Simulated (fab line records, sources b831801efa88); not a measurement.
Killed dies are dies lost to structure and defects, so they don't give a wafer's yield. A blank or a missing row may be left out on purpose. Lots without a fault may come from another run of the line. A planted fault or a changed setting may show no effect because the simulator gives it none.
Tool commonality check | flow gf180mcu | 12 lots, 36 wafers sampled

WHY IT WAS OPENED
At GF_VT_IMPLANT_RS_MEAS_48 the reading LVPWELL_RS is flagged on 2 of 12 lots. Wafers without a fault read 1197.0 ohm/sq, standard deviation 2.8.
Rule: a lot is flagged when every wafer of it that has a number lies more than 4 standard deviations from that mean, or none has a number. The other lots count as sound.

lot  | measured     | on            | LVPWELL_RS (ohm/sq), wafer by wafer | flag
L472 | day 7 15:01  | film_metro-01 | 1195.1 1193.1 1194.6                |
L475 | day 8 09:31  | film_metro-03 | 1196.2 1195.6 1196.9                |
L476 | day 8 16:53  | film_metro-01 | 1196.2 1198.4 1197.1                |
L477 | day 8 22:12  | film_metro-01 | 1199.3 1199.0 1199.3                |
L478 | day 9 07:10  | film_metro-03 | 1197.2 1196.8 1196.4                |
L480 | day 9 20:31  | film_metro-03 | 1195.1 1195.9 1197.2                |
L481 | day 10 01:53 | film_metro-03 | 1197.4 1194.9 1200.3                |
L484 | day 10 21:04 | film_metro-03 | 1173.3 1172.5 1173.6                | FLAGGED
L489 | day 12 04:41 | film_metro-04 | 1170.5 1172.6 1172.6                | FLAGGED
L490 | day 12 12:52 | film_metro-01 | 1196.9 1197.2 1196.2                |
L491 | day 12 20:38 | film_metro-03 | 1195.5 1194.6 1198.2                |
L493 | day 13 10:17 | film_metro-04 | 1195.2 1193.1 1192.7                |
The numbers of the flagged lots are 1172.5 ohm/sq on average: -24.5 ohm/sq against the usual, or -9 standard deviations.

WHICH TOOL RAN EACH LOT
The record holds 3 process steps before the reading, out of a route of 602 steps. In each cell: the tool, then ch and the chambers that the sampled wafers went through, then the start.
lot  | flag    | GF_LVPWELL_IMPLANT_09          | GF_LVPWELL_STRIP_10                 | GF_MVSD_STRIP_10
L472 |         | implanter-02 ch 0, day 3 21:04 | plasma_asher-01 ch 0,1, day 3 21:13 | plasma_asher-04 ch 0,1, day 4 11:29
L475 |         | implanter-04 ch 0, day 4 12:56 | plasma_asher-02 ch 0,1, day 4 13:05 | plasma_asher-02 ch 0,1, day 5 03:35
L476 |         | implanter-04 ch 0, day 4 19:37 | plasma_asher-04 ch 1, day 4 19:46   | plasma_asher-02 ch 0,1, day 5 10:03
L477 |         | implanter-02 ch 0, day 5 00:34 | plasma_asher-04 ch 0, day 5 00:41   | plasma_asher-04 ch 0,1, day 5 15:14
L478 |         | implanter-04 ch 0, day 5 07:27 | plasma_asher-01 ch 0,1, day 5 07:36 | plasma_asher-04 ch 0,1, day 5 22:14
L480 |         | implanter-02 ch 0, day 5 17:43 | plasma_asher-01 ch 0,1, day 5 17:49 | plasma_asher-04 ch 0,1, day 6 09:26
L481 |         | implanter-04 ch 0, day 5 23:18 | plasma_asher-01 ch 0,1, day 5 23:27 | plasma_asher-02 ch 0,1, day 6 14:26
L484 | FLAGGED | implanter-04 ch 0, day 6 15:04 | plasma_asher-02 ch 0,1, day 6 15:12 | plasma_asher-03 ch 0,1, day 7 07:29
L489 | FLAGGED | implanter-04 ch 0, day 7 20:06 | plasma_asher-04 ch 0,1, day 7 20:15 | plasma_asher-04 ch 0,1, day 8 12:32
L490 |         | implanter-03 ch 0, day 8 01:30 | plasma_asher-02 ch 0,1, day 8 01:39 | plasma_asher-04 ch 0,1, day 8 17:54
L491 |         | implanter-03 ch 0, day 8 08:08 | plasma_asher-04 ch 0,1, day 8 08:15 | plasma_asher-04 ch 0, day 9 01:24
L493 |         | implanter-03 ch 0, day 8 19:05 | plasma_asher-04 ch 0,1, day 8 19:14 | plasma_asher-04 ch 0,1, day 9 12:31
What these steps do:
- GF_LVPWELL_IMPLANT_09
- GF_LVPWELL_STRIP_10: strips in O2/N2.
- GF_MVSD_STRIP_10: strips in O2/N2.
- GF_VT_IMPLANT_RS_MEAS_48: measures by four-point-probe.

FLAGGED OVER TOTAL, TOOL BY TOOL (the gauges that took the reading come last)
step                     | tool            | lots run | flagged | share of the flagged lots | sound lots run after its first flagged lot
GF_LVPWELL_IMPLANT_09    | implanter-02    | 3        | 0       | none                      | -
GF_LVPWELL_IMPLANT_09    | implanter-03    | 3        | 0       | none                      | -
GF_LVPWELL_IMPLANT_09    | implanter-04    | 6        | 2       | all                       | 0
GF_LVPWELL_STRIP_10      | plasma_asher-01 | 4        | 0       | none                      | -
GF_LVPWELL_STRIP_10      | plasma_asher-02 | 3        | 1       | some                      | 1 (L490)
GF_LVPWELL_STRIP_10      | plasma_asher-04 | 5        | 1       | some                      | 2 (L491,L493)
GF_MVSD_STRIP_10         | plasma_asher-02 | 3        | 0       | none                      | -
GF_MVSD_STRIP_10         | plasma_asher-03 | 1        | 1       | some                      | 0
GF_MVSD_STRIP_10         | plasma_asher-04 | 8        | 1       | some                      | 3 (L490,L491,L493)
GF_VT_IMPLANT_RS_MEAS_48 | film_metro-01   | 4        | 0       | none                      | -
GF_VT_IMPLANT_RS_MEAS_48 | film_metro-03   | 6        | 1       | some                      | 1 (L491)
GF_VT_IMPLANT_RS_MEAS_48 | film_metro-04   | 2        | 1       | some                      | 1 (L493)

WHAT THE TABLE ALLOWS
1 row of the table ran every flagged lot: implanter-04 at GF_LVPWELL_IMPLANT_09.
- implanter-04 at GF_LVPWELL_IMPLANT_09: 2 of its 6 lots flagged. Its last sound lot is L481 (day 5 23:18), its first flagged lot L484 (day 6 15:04): a fault that began between those two fits. Its own readings lie more than 4 standard deviations out on every wafer of the flagged lots: dose_ions_cm2, faraday_current_uA.
One tool is left: implanter-04 at GF_LVPWELL_IMPLANT_09.

WHAT THE SIMULATOR HAD PUT IN
Process parameter drift: implanter-04, from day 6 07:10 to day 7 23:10, at GF_LVPWELL_IMPLANT_09. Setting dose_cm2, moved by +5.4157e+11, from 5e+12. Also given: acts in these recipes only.
Lots struck among those shown: L484, L489. The rule above found the same.
